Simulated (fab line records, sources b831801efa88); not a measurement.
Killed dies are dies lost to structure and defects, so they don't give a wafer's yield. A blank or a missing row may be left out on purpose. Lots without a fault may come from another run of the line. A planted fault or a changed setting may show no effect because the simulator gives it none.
Problem report in the 8D (eight disciplines) form, filled by code | flow gf180mcu | the parts of the form that need people (team, actions taken, sign-off) are left out

1. THE PROBLEM
V4_CVD_00_THK at GF_V4_THK_MEAS_01 reads a mean of 721 nm on 2 wafers of 2 lots; wafers without a fault read 599 nm with a standard deviation of 5.9. That is +21 standard deviations from the usual mean.
First seen on wafer L934.4, day 26 22:14, on film_metro-04. The record holds 36 wafers of 12 lots with a number at this step. Rule for "out", or "out of limits": more than 4 standard deviations from the usual mean. The other wafers with a number count as sound.

2. WHAT IT IS AND WHAT IT IS NOT
question                    | is                | is not
which readings at this step | V4_CVD_00_THK     | -
which lots                  | L934, L935        | L924, L925, L926, L929, L933, L938, L939, L940, L943, L947
which wafers of those lots  | L934.4, L935.2    | L934.2, L934.5, L935.3, L935.6
read on which gauges        | film_metro-04     | film_metro-02, film_metro-03
when                        | from day 26 22:14 | up to then (17 sound wafers); but 17 sound wafers of L935, L938, L939, L940, L943, L947 came after

3. SUSPECTS, AND WHAT RULES EACH OUT
Counting: a tool at a process step up to the reading stays a suspect if it ran every lot that is out. Sound lots after the first of them don't rule it out here, since some wafers of a struck lot are sound.
- the gauge at GF_V4_THK_MEAS_01: ruled out. All the wafers that are out were read on film_metro-04, but those of them that GF_V4_CVD_00 has rows for are out there too, on other tools.
- pvd_sputter-03 at GF_M4_SPUTTER_00 (material Ti, target thk 37.5 nm, time 150 s): kept. It ran every lot that is out, first L934 (day 26 00:04); its last sound lot up to then is L929 (day 24 08:30).
- hdpcvd-02 at GF_V4_CVD_00 (deposits SiO2, target thk 600 nm, time 100 s): kept. It ran every lot that is out, first L934 (day 26 22:10); its last sound lot up to then is L933 (day 26 17:16). Its own readings are out on those wafers: sih4_flow_sccm.
- Within hdpcvd-02 at GF_V4_CVD_00: the wafers that are out ran in chamber 2; their sound lot-mates ran in chambers 0, 1.
Left after counting: pvd_sputter-03 at GF_M4_SPUTTER_00, hdpcvd-02 at GF_V4_CVD_00.

4. THE CAUSE (what the simulator had put in)
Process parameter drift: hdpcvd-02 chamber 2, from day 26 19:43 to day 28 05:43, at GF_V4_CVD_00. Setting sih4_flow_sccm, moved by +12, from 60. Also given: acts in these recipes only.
Counting left 2 suspects, and this tool is among them.

5. THE CHAIN OF EFFECTS, in route order
Each row: a reading whose mean over the struck wafers that have a number lies more than 3 standard deviations from the usual. Only readings for which the record gives a usual standard deviation are gone through. hours: the time from each lot's start at the first step in this table that gives one to its start at this step, as a median over the lots. sigmas: the change in usual standard deviations.
hours | step              | reading        | usual      | on struck wafers | change | sigmas
0     | GF_V4_CVD_00      | sih4_flow_sccm | 59.99 sccm | 71.92            | +11.93 | +70
0     | GF_V4_THK_MEAS_01 | V4_CVD_00_THK  | 599 nm     | 721              | +122   | +21
The process steps in it:
- GF_V4_CVD_00: deposits SiO2, target thk 600 nm, time 100 s.
Later measuring or inspecting steps at which every struck wafer that the step has a row for has a number for every such reading, and none has moved that far: GF_V4_OVL_MEAS_15.

6. WHAT WOULD HAVE CAUGHT IT SOONER
In this record the first reading out of limits at a measuring or inspecting step was taken at day 26 22:14, 3 hours after the fault began at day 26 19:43.
The tool's own readings at GF_V4_CVD_00 were out on every struck wafer that the step has a row for (sih4_flow_sccm): an alarm limit on them would have fired on the first of those.
Of the lots that are out (2), L935 began GF_V4_CVD_00 on hdpcvd-02 after day 26 22:14. A hold on the tool at that time would have spared it.
